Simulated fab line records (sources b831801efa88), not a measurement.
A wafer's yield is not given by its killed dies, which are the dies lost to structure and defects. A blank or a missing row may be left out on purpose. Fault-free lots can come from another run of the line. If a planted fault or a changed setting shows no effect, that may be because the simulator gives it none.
Which of the tools did it? | flow sfq-line | 7 lots, 21 wafers sampled, at 2 steps of a route of 325

WHAT THE GAUGES READ, wafer by wafer
SFQ_M2_RS_MEAS_914: the measuring method here is four-point-probe.
lot  | measured     | on            | M2_NB_RS (ohm/sq)
L359 | day 29 15:26 | film-metro-01 | 0.901 0.897 0.889
L365 | day 32 04:37 | film-metro-04 | 0.878 0.879 1.218
L368 | day 32 16:32 | film-metro-04 | 0.902 0.891 1.261
L370 | day 33 02:08 | film-metro-04 | 0.899 0.889 0.891
L375 | day 35 09:26 | film-metro-01 | 0.885 0.878 0.885
L377 | day 37 08:44 | film-metro-03 | 0.898 0.893 0.887
L379 | day 38 21:08 | film-metro-03 | 0.888 0.893 0.898

EACH LOT AND THE TOOL THAT RAN IT (in order: tool; ch and the chambers of the sampled wafers; start)
lot  | SFQ_TRILAYER_M2_DEP_SPUTTER_055
L359 | pvd-sputter-04, day 29 15:20
L365 | pvd-sputter-04, day 32 04:32
L368 | pvd-sputter-04, day 32 16:24
L370 | pvd-sputter-05, day 33 02:00
L375 | pvd-sputter-03, day 35 09:20
L377 | pvd-sputter-03, day 37 08:38
L379 | pvd-sputter-05, day 38 21:02
- SFQ_TRILAYER_M2_DEP_SPUTTER_055: material Nb, target thk 200 nm, time 133.3 s.

THE ANSWER, worked out from the rows above alone
Rule: the lots themselves supply what counts as usual. Put in order of their means at a reading, lots are off if they are a third of the lots or fewer, leave a main group of 4 or more, and stand apart from it by a gap of 3 or more times the standard deviation of the main group's means; of several such gaps the widest counts. Not used: any main group whose means are identical at the precision the tables above print for the reading. A lot without any number at a reading at which 4 lots or more have one is off too. Where the step has rows for the other lots, those lots are counted as sound.
Off: L365, L368, seen at SFQ_M2_RS_MEAS_914 (M2_NB_RS). The main group: mean 0.891 ohm/sq, standard deviation 0.0045.
A tool fits if, at a process step before that reading, it ran every lot that is off, and no sound lot after the first of them. The gauges at SFQ_M2_RS_MEAS_914 are tried like those tools. One fits: SFQ_TRILAYER_M2_DEP_SPUTTER_055 on pvd-sputter-04. A fault onset in the window from L359 (day 29 15:20, its last sound lot) to L365 (day 32 04:32, its first lot off) fits.

WHAT THE SIMULATOR PUT IN
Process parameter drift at SFQ_TRILAYER_M2_DEP_SPUTTER_055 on pvd-sputter-04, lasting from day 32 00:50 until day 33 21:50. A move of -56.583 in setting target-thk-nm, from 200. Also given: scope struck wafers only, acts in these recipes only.
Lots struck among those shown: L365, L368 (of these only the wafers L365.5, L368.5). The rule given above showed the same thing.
